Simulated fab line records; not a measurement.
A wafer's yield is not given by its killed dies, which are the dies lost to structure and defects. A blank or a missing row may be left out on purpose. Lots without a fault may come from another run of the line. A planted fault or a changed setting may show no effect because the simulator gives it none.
A lot that was struck, set against a sound lot + flow sky130 + 15 steps out of a route of 708
Sound: wafers L942.3, L942.4, L942.6. Wafers struck: L932.1, L932.3, L932.6. The cause is named last.
Each step with rows lists, per side, the tool, then ch with its chambers, then its first start. Under that, the readings that differ: sound wafers + struck wafers + difference of the means + sigmas: that difference in standard deviations of wafers without a fault.
alike: a reading whose means differ by less than 2 such deviations, as well as words and numbers matching on both sides. not compared: withheld readings; readings where some wafer has no value; bounds like >300 that might hide an equal value; numbers whose values overlap and for which the record gives no deviation.
A row with sigmas, a row that says differs or no value, or rows on one side alone: a step with any of these is where the two part. Numbers that have no deviation but don't overlap get no sigmas and don't part them. A reading that every wafer of one side lacks parts them only if that side has two wafers or more.

first, 4 steps without rows for these wafers: SKY_POLY_GATE_DEHYDRATE_05 (time 60 s); SKY_POLY_GATE_HMDS_06 (prime time 60 s); SKY_POLY_GATE_COAT_07 (resist thk 110 nm); SKY_POLY_GATE_COAT_08 (resist thk 450 nm).
SKY_POLY_GATE_SOFTBAKE_09: time 92.93 s.
  sound: litho track-02 ch 0; struck: litho track-02 ch 0
  alike: plate sensor t centre C, plate sensor t edge C, softbake temp c
then, 3 steps without rows for these wafers: SKY_POLY_GATE_EXPOSE_10 (exposes mask P1M, target cd 150 nm); SKY_POLY_GATE_PEB_11; SKY_POLY_GATE_DEVELOP_12 (develop time 60 s).
SKY_POLY_GATE_CD_MEAS_13: target cd 150 nm.
  sound on cd sem-02, day 22 07:13; struck on cd sem-01, day 18 19:20
  alike: cd nm
SKY_POLY_GATE_OVL_MEAS_14:
  sound on overlay-01, day 22 07:18; struck on overlay-02, day 18 19:27
  alike: POLY_GATE_OVL
SKY_POLY_GATE_ETCH_15: etches BARC in N2/H2, stops on SiO2, time 118.5 s, target depth 110 nm.
  sound on rie diel-01 ch 1,2, day 22 07:19; struck on rie diel-01 ch 0,2,3, day 18 19:29
  alike: drypump motor current A, h2 flow sccm, oes product au, throttle valve pct
  not compared: rf hours counter h
SKY_POLY_GATE_ETCH_16: etches Si3N4 in CH3F/O2, stops on poly-Si, time 147.5 s, target depth 75 nm.
  sound on rie diel-01 ch 1,2, day 22 07:25; struck on rie diel-01 ch 0,2,3, day 18 19:34
  alike: drypump motor current A, oes product au, throttle valve pct
  not compared: rf hours counter h
SKY_POLY_GATE_ETCH_17: etches poly-Si in HBr/Cl2, stops on SiO2, target depth 180 nm, time 70.5 s.
  sound on rie si-02 ch 1,2,3, day 22 07:31; struck on rie si-02 ch 0,2,3, day 18 19:40
| reading                                          | sound                   | struck                     | difference | sigmas |
|--------------------------------------------------|-------------------------|----------------------------|------------|--------|
| over etch frac                                   | 0.56667 0.56667 0.56667 | 0.080885 0.080885 0.080885 | -0.485785  |        |
| model.etch.depth nm (nm)                         | 178.3 176.4 178.2       | 121.7 125.8 125.8          | -53.2      |        |
| model.POLY_GATE.feature depth nm (nm)            | 178.3 176.4 178.2       | 121.7 125.8 125.8          | -53.2      |        |
| model.KrF-thick_of_POLY_GATE_COAT_08.thk nm (nm) | 141.6 140.3 138.9       | 167.4 170 165.5            | +27.4      |        |
  alike: drypump motor current A, he backside leak sccm, oes product au, throttle valve pct
  not compared: rf hours counter h
SKY_POLY_GATE_STRIP_18: strips in O2/N2.
  sound on plasma asher-04 ch 0,1, day 22 07:35; struck on plasma asher-03 ch 0,1, day 18 19:43
| reading                      | sound          | struck         | difference | sigmas |
|------------------------------|----------------|----------------|------------|--------|
| strip time to endpoint s (s) | 3.17 3.17 3.16 | 3.46 3.49 3.44 | +0.30      | +8     |
  alike: drypump motor current A, oes product au
  not compared: rf hours counter h
then, 1 step without rows for these wafers: SKY_POLY_GATE_CLEAN_19 (cleans in SC1/SC2, time 150 s).

WHERE THEY PART
At SKY_POLY_GATE_STRIP_18 and nowhere else, as far as this record goes.

WHY: the cause the simulator had injected
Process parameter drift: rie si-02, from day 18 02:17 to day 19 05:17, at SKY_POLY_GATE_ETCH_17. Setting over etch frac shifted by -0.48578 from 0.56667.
